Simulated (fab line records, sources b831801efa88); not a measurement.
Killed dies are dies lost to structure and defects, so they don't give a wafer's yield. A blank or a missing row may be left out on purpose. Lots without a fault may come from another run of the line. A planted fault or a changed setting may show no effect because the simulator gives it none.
fab line records | flow gf180mcu
record lots=14 wafers=42 last_day=34
route steps=602 shown STI@16 DNWELL@40 VT_IMPLANT@97
lots that met no fault: from a run of the same line without faults
start_h: hours from the record's first day to the start of the lot's first wafer shown | wait_h: hours since the lot's step before | " the same as in the row above | L1.1+2: a row that stands for several wafers | - no value, or no start given | * or withheld: withheld | < > ~ a bound
route shown NAME@n: a module of which the file shows steps, and the number in the route of the first | usual: mean/standard deviation of fault-free wafers | same: alike in all rows | chamber/n: place in a boat | sites: the reading at each site | _std_site: their standard deviation | _edge_site: outer sites' mean less inner sites' | radius_mm: how far each site lies from the wafer's centre | mask NAME#n: copy n | behind: the tool/chamber that last shaped the wafer | hold: why the lot was held/for how many hours/how that ended | device: the transistor (n, p or np) that didn't switch | end of line: the same wafers' tests at the end of the route | a step without rows: its recipe alone | killed: dies lost to structure and defects at the first sort, not the wafer's yield | map: a wafer's dies, x killed, . not, _ none there
set.NAME: the setting as run; set.NAME@STEP: as run at that earlier step | model.NAME: the simulator's own value behind a step, which no gauge read
steps of the route over a sample of lots; a table a step, a row a wafer
services: from which hour (start_h, from the record's first day; less than 0 if before it) a tool's chamber was out of use, for how many hours, and why
## steps
# step GF_STI_STRIP_15
# recipe chemistry=O2/N2 power_w=1400 pressure_mtorr=1500 platen_temp_c=250 o2_flow_sccm=3000 n2_flow_sccm=300 overash_fraction=0.5
# usual drypump_motor_current_A=5.7/0.33 heater_power_w=316/36 n2_flow_sccm=300.2/0.92 oes_product_au=0.384/0.0054 strip_time_to_endpoint_s=3.73/0.048
# columns lot.wafer tool chamber start_h wait_h drypump_motor_current_A heater_power_w n2_flow_sccm oes_product_au rf_hours_counter_h strip_time_to_endpoint_s
L887.4 plasma_asher-01 1 32.23 0.0 5.6 334 301.1 0.382 - 3.72
L887.5 " 1 " " 5.6 331 301.4 0.382 - 3.70
L887.6 " 0 " " 5.5 310 299.6 0.390 - 3.84
L888.1 plasma_asher-03 1 38.60 0.0 6.4 251 299.6 0.388 42 3.76
L888.2 " 0 " " 5.3 281 298.5 0.386 42 3.75
L888.4 " 0 " " 5.2 279 299.5 0.387 - 3.79
L889.1 plasma_asher-01 1 40.55 0.0 5.6 334 299.5 0.376 38 3.66
L889.2 " 0 " " 5.4 297 300.3 0.388 38 3.71
L889.3 " 0 " " 5.5 298 298.8 0.379 - 3.71
L890.2 plasma_asher-01 0 48.12 0.0 5.5 303 301.9 0.375 39 3.66
L890.4 " 1 " " 5.6 341 300.9 0.384 - 3.72
L890.5 " 1 " " 5.5 325 299.8 0.383 - 3.71
L896.1 plasma_asher-03 0 76.47 0.0 5.2 280 300.7 0.384 46 3.69
L896.2 " 1 " " 6.4 255 300.7 0.381 46 3.74
L896.6 " 1 " " 6.4 255 300.5 0.387 - 3.70
L897.1 plasma_asher-01 1 84.94 0.0 5.6 340 300.3 0.385 42 3.72
L897.2 " 0 " " 5.5 290 302.1 0.384 42 3.68
L897.5 " 0 " " 5.5 298 300.3 0.381 - 3.73
L899.3 plasma_asher-01 1 94.05 0.1 5.5 337 300.4 0.379 - 3.64
L899.5 " 0 " " 5.5 296 300.2 0.380 - 3.73
L899.6 " 1 " " 5.6 328 299.1 0.368 - 3.64
L900.1 plasma_asher-02 1 100.74 0.0 5.6 349 299.3 0.383 37 3.73
L900.4 " 1 " " 5.6 349 299.1 0.383 - 3.79
L900.6 " 0 " " 6.1 363 300.0 0.380 - 3.77
L901.1 plasma_asher-03 0 103.56 0.0 5.2 280 299.8 0.384 49 3.80
L901.5 " 1 " " 6.4 241 300.2 0.386 - 3.82
L901.6 " 0 " " 5.3 283 302.4 0.395 - 3.79
L902.1 plasma_asher-02 0 109.75 0.0 6.1 360 299.4 0.365 38 3.65
L902.3 " 0 " " 6.1 360 298.9 0.383 - 3.73
L902.5 " 0 " " 6.1 366 299.3 0.381 - 3.73
L903.3 plasma_asher-01 0 115.20 0.1 5.5 296 299.2 0.382 - 3.69
L903.4 " 1 " " 5.6 324 300.7 0.389 - 3.75
L903.6 " 1 " " 5.6 332 299.1 0.374 - 3.72
L907.1 plasma_asher-02 0 133.80 0.0 6.1 356 299.0 0.390 41 3.84
L907.4 " 0 " " 6.1 367 299.1 0.387 - 3.70
L907.6 " 1 " " 5.6 345 299.2 0.398 - 3.81
L908.3 plasma_asher-02 0 139.97 0.1 6.1 363 299.1 0.384 - 3.72
L908.4 " 1 " " 5.6 356 301.1 0.383 - 3.70
L908.5 " 1 " " 5.6 348 299.9 0.379 - 3.64
L909.2 plasma_asher-02 0 143.70 0.0 6.1 360 299.7 0.394 42 3.71
L909.4 " 1 " " 5.6 353 299.9 0.379 - 3.64
L909.5 " 1 " " 5.6 350 299.9 0.379 - 3.72
# step GF_DNWELL_STRIP_08
# recipe chemistry=O2/N2 power_w=1400 pressure_mtorr=1500 platen_temp_c=250 o2_flow_sccm=3000 n2_flow_sccm=300 overash_fraction=0.5
# usual drypump_motor_current_A=5.65/0.24 heater_power_w=331/23 n2_flow_sccm=300.0/0.89 oes_product_au=0.722/0.0043 strip_time_to_endpoint_s=36.96/0.12
# columns lot.wafer tool chamber start_h wait_h drypump_motor_current_A heater_power_w n2_flow_sccm oes_product_au rf_hours_counter_h strip_time_to_endpoint_s
L887.4 plasma_asher-02 0 52.93 0.1 6.06 350 299.5 0.722 - 36.94
L887.5 " 1 " " 5.60 345 300.5 0.723 - 36.89
L887.6 " 0 " " 6.06 362 299.3 0.723 - 37.02
L888.1 plasma_asher-01 1 55.06 0.1 5.56 334 300.3 0.724 39 36.92
L888.2 " 0 " " 5.47 305 299.3 0.726 39 36.97
L888.4 " 0 " " 5.48 303 299.7 0.725 - 36.99
L889.1 plasma_asher-01 0 57.19 0.1 5.46 305 300.0 0.720 40 36.78
L889.2 " 1 " " 5.57 332 298.5 0.720 40 36.83
L889.3 " 0 " " 5.47 306 300.9 0.722 - 36.92
L890.2 plasma_asher-04 0 70.74 0.1 5.99 315 300.6 0.715 30 37.01
L890.4 " 1 " " 5.37 349 299.5 0.719 - 36.79
L890.5 " 0 " " 5.99 306 301.2 0.720 - 36.80
L896.1 plasma_asher-01 0 99.96 0.1 5.48 291 300.3 0.721 43 37.08
L896.2 " 1 " " 5.58 333 298.7 0.725 43 37.10
L896.6 " 1 " " 5.55 331 299.1 0.726 - 37.07
L897.1 plasma_asher-04 0 104.14 0.1 6.00 312 299.6 0.722 34 36.97
L897.2 " 1 " " 5.38 355 299.5 0.724 34 37.22
L897.5 " 0 " " 5.99 311 299.5 0.719 - 37.06
L899.3 plasma_asher-04 0 114.15 0.1 6.00 308 299.4 0.716 - 36.69
L899.5 " 1 " " 5.40 358 300.5 0.716 - 36.57
L899.6 " 0 " " 5.98 312 301.1 0.725 - 36.67
L900.1 plasma_asher-02 0 122.05 0.1 6.08 355 300.3 0.731 40 37.07
L900.4 " 0 " " 6.06 366 299.4 0.715 - 37.09
L900.6 " 1 " " 5.61 341 300.3 0.726 - 37.14
L901.1 plasma_asher-01 0 123.11 0.1 5.49 295 300.7 0.726 46 36.98
L901.5 " 0 " " 5.50 298 301.3 0.728 - 36.89
L901.6 " 1 " " 5.58 337 299.0 0.713 - 37.00
L902.1 plasma_asher-02 1 129.41 0.1 5.63 351 301.2 0.724 40 36.91
L902.3 " 1 " " 5.59 361 298.0 0.716 - 36.80
L902.5 " 1 " " 5.60 351 300.8 0.714 - 37.03
L903.3 plasma_asher-02 0 136.19 0.1 6.10 371 298.5 0.727 - 37.08
L903.4 " 1 " " 5.60 345 301.0 0.724 - 37.00
L903.6 " 0 " " 6.08 361 298.8 0.728 - 37.06
L907.1 plasma_asher-01 1 155.05 0.1 5.56 327 299.3 0.725 49 36.88
L907.4 " 1 " " 5.55 337 300.0 0.716 - 37.04
L907.6 " 1 " " 5.57 329 300.6 0.724 - 36.93
L908.3 plasma_asher-02 1 159.97 0.1 5.61 352 300.0 0.721 - 37.07
L908.4 " 0 " " 6.07 357 299.1 0.724 - 36.97
L908.5 " 0 " " 6.08 359 299.3 0.723 - 37.01
L909.2 plasma_asher-01 0 163.71 0.1 5.46 304 300.2 0.718 50 37.22
L909.4 " 1 " " 5.56 338 302.2 0.726 - 37.14
L909.5 " 0 " " 5.48 300 301.4 0.731 - 37.15
# step GF_VT_IMPLANT_OVL_MEAS_07
# usual VT_IMPLANT_OVL=-0.4/1.3
# columns lot.wafer tool chamber start_h wait_h VT_IMPLANT_OVL[nm]
L887.4 overlay-02 - 120.73 0.1 -0.5
L887.5 " - " " 0.5
L887.6 " - " " -1.4
L888.1 overlay-01 - 122.26 0.1 1.3
L888.2 " - " " 1.3
L888.4 " - " " 0.5
L889.1 overlay-02 - 126.11 0.1 0.0
L889.2 " - " " 1.7
L889.3 " - " " 1.3
L890.2 overlay-02 - 143.02 0.1 -0.8
L890.4 " - " " -1.7
L890.5 " - " " -0.4
L896.1 overlay-01 - 177.51 0.1 0.7
L896.2 " - " " -0.6
L896.6 " - " " 0.0
L897.1 overlay-01 - 182.26 0.1 -1.0
L897.2 " - " " 0.1
L897.5 " - " " -1.8
L899.3 overlay-02 - 194.18 0.1 -0.6
L899.5 " - " " -2.9
L899.6 " - " " -1.4
L900.1 overlay-01 - 203.51 0.1 0.3
L900.4 " - " " 1.9
L900.6 " - " " 0.2
L901.1 overlay-01 - 204.25 0.1 -0.4
L901.5 " - " " -0.5
L901.6 " - " " 0.7
L902.1 overlay-02 - 211.45 0.1 -1.6
L902.3 " - " " -2.0
L902.5 " - " " -1.5
L903.3 overlay-01 - 218.92 0.1 -1.7
L903.4 " - " " -0.5
L903.6 " - " " -1.5
L907.1 overlay-01 - 241.05 0.1 -0.1
L907.4 " - " " -2.5
L907.6 " - " " 0.7
L908.3 overlay-01 - 246.31 0.1 1.1
L908.4 " - " " -0.6
L908.5 " - " " -0.5
L909.2 overlay-01 - 249.72 0.1 -0.3
L909.4 " - " " -0.2
L909.5 " - " " -1.3
# step GF_VT_IMPLANT_IMPLANT_41
# recipe species=As energy_kev=70 dose_cm2=1.013e+12 tilt_deg=7
# usual beam_energy_keV=70.009/0.023 beam_on_s=9.99/0.21
# columns lot.wafer tool chamber start_h wait_h beam_energy_keV beam_on_s
L887.4 implanter-01 0 168.62 0.1 70.011 10.36
L887.5 " 0 " " 69.972 9.80
L887.6 " 0 " " 69.967 10.39
L888.1 implanter-01 - 169.80 0.0 - -
L888.2 " - " " - -
L888.4 " - " " - -
L889.1 implanter-03 - 172.96 0.0 - -
L889.2 " - " " - -
L889.3 " - " " - -
L890.2 implanter-01 0 192.06 0.0 70.017 10.16
L890.4 " 0 " " 70.026 9.94
L890.5 " 0 " " 70.018 10.01
L896.1 implanter-03 0 230.09 0.0 70.007 9.79
L896.2 " 0 " " 70.000 10.33
L896.6 " 0 " " 69.987 10.13
L897.1 implanter-01 0 234.00 0.0 70.044 10.36
L897.2 " 0 " " 70.031 10.17
L897.5 " 0 " " 70.009 9.97
L899.3 implanter-02 0 247.94 0.1 70.029 9.88
L899.5 " 0 " " 70.011 10.07
L899.6 " 0 " " 70.038 9.73
L900.1 implanter-01 0 257.70 0.0 70.011 9.97
L900.4 " 0 " " 69.997 10.00
L900.6 " 0 " " 70.054 10.05
L901.1 implanter-02 0 257.84 0.0 70.036 9.84
L901.5 " 0 " " 70.030 10.07
L901.6 " 0 " " 70.023 9.87
L902.1 implanter-02 0 265.35 0.0 70.018 9.76
L902.3 " 0 " " 70.013 10.38
L902.5 " 0 " " 70.025 10.07
L903.3 implanter-03 0 272.61 0.1 69.987 9.47
L903.4 " 0 " " 70.020 9.94
L903.6 " 0 " " 70.017 10.03
L907.1 implanter-01 0 298.69 0.0 69.940 10.09
L907.4 " 0 " " 69.983 10.18
L907.6 " 0 " " 69.968 10.42
L908.3 implanter-03 0 303.16 0.1 70.017 10.10
L908.4 " 0 " " 69.998 9.60
L908.5 " 0 " " 69.988 9.97
L909.2 implanter-03 0 308.43 0.0 70.043 9.68
L909.4 " 0 " " 70.026 10.04
L909.5 " 0 " " 70.012 10.16
# step GF_VT_IMPLANT_TW_MEAS_43
# usual VT_IMPLANT_4_TW=695/5.7
# columns lot.wafer tool chamber start_h wait_h VT_IMPLANT_4_TW
L887.4 film_metro-02 - 168.83 0.1 681
L887.5 " - " " 684
L887.6 " - " " 682
L888.1 film_metro-02 - 170.05 0.1 30
L888.2 " - " " 30
L888.4 " - " " 30
L889.1 film_metro-01 - 173.21 0.1 30
L889.2 " - " " 31
L889.3 " - " " 30
L890.2 film_metro-01 - 192.30 0.1 696
L890.4 " - " " 694
L890.5 " - " " 696
L896.1 film_metro-01 - 230.34 0.1 694
L896.2 " - " " 694
L896.6 " - " " 698
L897.1 film_metro-04 - 234.25 0.1 696
L897.2 " - " " 697
L897.5 " - " " 696
L899.3 film_metro-01 - 248.16 0.1 697
L899.5 " - " " 696
L899.6 " - " " 694
L900.1 film_metro-01 - 257.95 0.1 693
L900.4 " - " " 698
L900.6 " - " " 701
L901.1 film_metro-04 - 258.09 0.1 700
L901.5 " - " " 700
L901.6 " - " " 695
L902.1 film_metro-02 - 265.60 0.1 690
L902.3 " - " " 693
L902.5 " - " " 693
L903.3 film_metro-01 - 272.83 0.1 702
L903.4 " - " " 700
L903.6 " - " " 699
L907.1 film_metro-01 - 298.94 0.1 701
L907.4 " - " " 698
L907.6 " - " " 702
L908.3 film_metro-02 - 303.38 0.1 696
L908.4 " - " " 696
L908.5 " - " " 695
L909.2 film_metro-01 - 308.67 0.1 693
L909.4 " - " " 697
L909.5 " - " " 694
## services
# columns tool chamber start_h hours kind
implanter-02 - 46.72 4.8 pm
plasma_asher-04 - 52.11 4.7 repair
implanter-02 - 53.81 2.4 repair
plasma_asher-02 - 71.07 1.0 repair
implanter-03 - 78.05 3.4 repair
implanter-02 - 80.11 2.8 repair
implanter-01 - 97.69 2.0 repair
plasma_asher-03 - 108.75 9.0 pm
plasma_asher-03 0 108.75 9.0 vent_cycle
plasma_asher-03 1 108.75 9.0 vent_cycle
implanter-01 - 110.69 2.0 repair
implanter-02 - 116.07 9.0 repair
plasma_asher-03 0 117.75 - clean
plasma_asher-03 1 117.75 - clean
implanter-02 - 135.26 5.4 pm
implanter-01 - 183.97 4.2 pm
plasma_asher-04 - 184.02 1.5 repair
plasma_asher-04 - 232.86 2.8 pm
implanter-03 - 238.20 3.4 pm
plasma_asher-04 - 240.68 0.8 repair
plasma_asher-01 - 268.23 9.3 repair
implanter-02 - 290.17 5.8 repair
## key
first_sign step=GF_VT_IMPLANT_IMPLANT_41 reading=tool_record direction=missing
effect step=GF_VT_IMPLANT_TW_MEAS_43 reading=VT_IMPLANT_4_TW direction=down sigmas=99+ usual=695 struck=30
met_at GF_VT_IMPLANT_IMPLANT_41
struck_lots L888,L889
later_rows_left_out L888.1,L888.2,L888.4,L889.1,L889.2,L889.3
sort_left_out L888.1,L888.2,L888.4,L889.1,L889.2,L889.3
tester_left_out L888,L889
not_acting_at GF_STI_STRIP_15,GF_DNWELL_STRIP_08,GF_VT_IMPLANT_OVL_MEAS_07
onset_between 168.62 169.80
fault kind=skipped_step_whole tool=implanter-01,implanter-03 chamber=- onset_h=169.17 steps=GF_VT_IMPLANT_IMPLANT_41 scope=struck_lots_only
# tester_left_out: of these lots the tester's yield and bins aren't shown, on N5 and GAA mostly nor the transistor test; their killed dies are dies lost to structure and defects alone, not to doping, threshold or leakage, so they don't give the yield
# sort_left_out: the simulated sort isn't trusted on such a fault, so these wafers' sort isn't shown, and their yield isn't known
# later_rows_left_out: the simulator's readings of these wafers behind a module that went badly wrong aren't trusted and aren't shown, but for the sort
